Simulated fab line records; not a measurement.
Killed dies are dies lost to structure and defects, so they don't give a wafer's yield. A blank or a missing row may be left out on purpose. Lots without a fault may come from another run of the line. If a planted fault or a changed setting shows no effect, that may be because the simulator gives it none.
Which of the tools did it? -- flow gf180mcu -- Sampling: 10 lots, 30 wafers, 5 of 602 route steps

WHAT THE GAUGES READ, wafer by wafer
GF_V5_RS_MEAS_24: the measuring method here is four-point-probe.
lot,measured,on,V5_W_RS (ohm/sq)
L630,day 27 02:11,film-metro-02,0.328 0.327 0.328
L631,day 27 10:55,film-metro-02,0.327 0.329 0.326
L632,day 27 19:29,film-metro-02,0.327 0.323 0.328
L639,day 30 01:58,film-metro-02,0.331 0.184 0.328
L641,day 30 11:11,film-metro-02,0.181 0.327 0.322
L645,day 31 17:06,film-metro-02,0.334 0.333 0.334
L649,day 32 13:32,film-metro-02,0.331 0.326 0.327
L648,day 32 14:18,film-metro-03,0.324 0.323 0.327
L651,day 33 02:22,film-metro-03,0.320 0.319 0.323
L653,day 33 15:34,film-metro-01,0.320 0.320 0.321

WHAT TOOL EACH LOT RAN ON (gives the tool, then ch and the chambers of the sampled wafers, and finally the start)
lot,GF_MIM_STRIP_20,GF_M5_METAL_ETCH_10,GF_V5_ETCH_17,GF_V5_CVD_23
L630,"plasma-asher-03 ch 0,1, day 25 04:49","rie-metal-02 ch 1, day 26 02:59","rie-diel-01 ch 1,2, day 27 02:03 or earlier","cvd-w-01 ch 0,1, day 27 02:03"
L631,"plasma-asher-04 ch 0,1, day 25 14:07","rie-metal-04 ch 0,1, day 26 11:56","rie-diel-02 ch 2,3, day 27 10:49 or earlier","cvd-w-01 ch 0,1, day 27 10:49"
L632,"plasma-asher-01 ch 0,1, day 25 23:59","rie-metal-04 ch 0,1, day 26 21:05","rie-diel-04 ch 0,1,3, day 27 19:22 or earlier","cvd-w-02 ch 0,1, day 27 19:22"
L639,"plasma-asher-03 ch 0,1, day 28 09:49","rie-metal-02 ch 0,1, day 29 05:32","rie-diel-01 ch 0,1,2, day 30 01:51 or earlier","cvd-w-02 ch 0,1, day 30 01:51"
L641,"plasma-asher-03 ch 0,1, day 28 18:48","rie-metal-04 ch 0,1, day 29 14:28","rie-diel-02 ch 0,1,3, day 30 11:05 or earlier","cvd-w-02 ch 0,1, day 30 11:05"
L645,"plasma-asher-01 ch 0,1, day 30 03:26","rie-metal-02 ch 0,1, day 30 21:17","rie-diel-04 ch 0,2,3, day 31 16:59 or earlier","cvd-w-01 ch 0,1, day 31 16:59"
L649,"plasma-asher-04 ch 0,1, day 31 00:24","rie-metal-02 ch 0,1, day 31 18:23","rie-diel-02 ch 0,1,3, day 32 13:26 or earlier","cvd-w-01 ch 0,1, day 32 13:26"
L648,"plasma-asher-03 ch 0,1, day 31 01:52","rie-metal-04 ch 0,1, day 31 19:20","rie-diel-04 ch 2,3, day 32 14:11 or earlier","cvd-w-01 ch 0,1, day 32 14:11"
L651,"plasma-asher-03 ch 0,1, day 31 14:25","rie-metal-03 ch 0,1, day 32 07:44","rie-diel-02 ch 2,3, day 33 02:16 or earlier","cvd-w-02 ch 0,1, day 33 02:16"
L653,"plasma-asher-04 ch 0,1, day 32 04:12","rie-metal-04 ch 0,1, day 32 20:56","rie-diel-04 ch 0,1,2, day 33 15:27 or earlier","cvd-w-02 ch 0,1, day 33 15:27"
- GF_MIM_STRIP_20: strips in O2/N2.
- GF_M5_METAL_ETCH_10: etches the open film in Cl2/BCl3, stops on SiO2, target depth 627.5 nm, time 104.6 s.
- GF_V5_ETCH_17: etches SiO2 in C4F8/O2/Ar, stops on TiN, target depth 855 nm.
- GF_V5_CVD_23: deposits W, target thk 350 nm, time 104.9 s.

THE ANSWER, worked out from the rows above alone
Rule: the lots themselves supply what counts as usual. Put in order of their means at a reading, lots are off if they are a third of the lots or fewer, leave a main group of 4 or more, and stand apart from it by a gap of 3 or more times the standard deviation of the main group's means; of several such gaps the widest counts. Not used: any main group whose means are identical at the precision the tables above print for the reading. A lot without any number at a reading at which 4 lots or more have one is off too. Where the step has rows for the other lots, those lots are counted as sound.
Off: L639, L641, at GF_V5_RS_MEAS_24 (V5_W_RS). Main group: mean 0.326 ohm/sq, sd 0.004.
A tool fits if, at a process step before that reading, it ran every lot that is off, and no sound lot after the first of them. Gauges at GF_V5_RS_MEAS_24: tried the same way as those tools. Because GF_V5_ETCH_17 lacks a start for some lots, the hours and order of its lots are taken from GF_V5_CVD_23. Of those tried, none fits.

WHAT HAD BEEN PUT IN BY THE SIMULATOR
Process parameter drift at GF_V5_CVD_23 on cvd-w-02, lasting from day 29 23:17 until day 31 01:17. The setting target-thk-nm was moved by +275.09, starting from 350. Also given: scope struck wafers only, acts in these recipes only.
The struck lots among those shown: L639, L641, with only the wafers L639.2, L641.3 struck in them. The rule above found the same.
